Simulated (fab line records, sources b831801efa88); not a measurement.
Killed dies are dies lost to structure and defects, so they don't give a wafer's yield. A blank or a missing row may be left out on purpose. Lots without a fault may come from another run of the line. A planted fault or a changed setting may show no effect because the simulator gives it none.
Problem report in the 8D (eight disciplines) form, filled by code | flow sky130 | the parts of the form that need people (team, actions taken, sign-off) are left out

1. THE PROBLEM
METAL2_ALCU_THK at SKY_METAL2_THK_MEAS_06 reads a mean of 268.7 nm on 2 wafers of 2 lots; wafers without a fault read 249.5 nm with a standard deviation of 2.5. That is +7.7 standard deviations from the usual mean.
The step: measures by xrf.
First seen on wafer L114.5, day 37 15:19, on film_metro-03. The record holds 31 wafers of 11 lots with a number at this step. Rule for "out", or "out of limits": more than 4 standard deviations from the usual mean. The other wafers with a number count as sound.

2. WHAT IT IS AND WHAT IT IS NOT
question                    | is                           | is not
which readings at this step | METAL2_ALCU_THK              | -
which lots                  | L114, L116                   | L104, L106, L107, L109, L110, L112, L123, L124, L127
which wafers of those lots  | L114.5, L116.6               | L114.3, L116.2
read on which gauges        | film_metro-03, film_metro-04 | film_metro-01
when                        | from day 37 15:19            | up to then (19 sound wafers); but 10 sound wafers of L116, L123, L124, L127 came after

3. SUSPECTS, AND WHAT RULES EACH OUT
Counting: a tool at a process step up to the reading stays a suspect if it ran every lot that is out. Sound lots after the first of them don't rule it out here, since some wafers of a struck lot are sound.
- the gauge at SKY_METAL2_THK_MEAS_06: ruled out. The wafers that are out were read on 2 gauges (film_metro-03, film_metro-04).
- pvd_sputter-01 at SKY_METAL2_SPUTTER_04 (material TiN, target thk 70 nm, time 58.3 s): kept. It ran every lot that is out, first L114 (day 37 15:07); its last sound lot up to then is L112 (day 36 17:46).
Left after counting: pvd_sputter-01 at SKY_METAL2_SPUTTER_04.

4. THE CAUSE (what the simulator had put in)
Process parameter drift: pvd_sputter-01, from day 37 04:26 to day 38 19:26, at SKY_METAL2_SPUTTER_04. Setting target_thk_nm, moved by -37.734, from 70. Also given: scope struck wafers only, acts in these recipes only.
Counting left only this tool.

5. THE CHAIN OF EFFECTS, in route order
Each row: a reading whose mean over the struck wafers that have a number lies more than 3 standard deviations from the usual. Only readings for which the record gives a usual standard deviation are gone through. hours: the time from each lot's start at the first step in this table that gives one to its start at this step, as a median over the lots. sigmas: the change in usual standard deviations.
hours | step                     | reading         | usual      | on struck wafers | change | sigmas
0     | SKY_METAL2_THK_MEAS_06   | METAL2_ALCU_THK | 249.5 nm   | 268.7            | +19.2  | +7.7
25    | SKY_METAL2_METAL_ETCH_19 | oes_product_au  | 0.854 a.u. | 0.828            | -0.026 | -5.0
The process steps in it:
- SKY_METAL2_METAL_ETCH_19: etches the open film in Cl2/BCl3, stops on SiO2, target depth 360 nm, time 78 s.

6. WHAT WOULD HAVE CAUGHT IT SOONER
In this record the first reading out of limits at a measuring or inspecting step was taken at day 37 15:19, 11 hours after the fault began at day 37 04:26.
Of the tool readings at SKY_METAL2_SPUTTER_04 for which the record gives a usual standard deviation, none was out on any struck wafer, so an alarm limit of 4 standard deviations on them would not have fired.
Of the lots that are out (2), L116 began SKY_METAL2_SPUTTER_04 on pvd_sputter-01 after day 37 15:19. A hold on the tool at that time would have spared it.
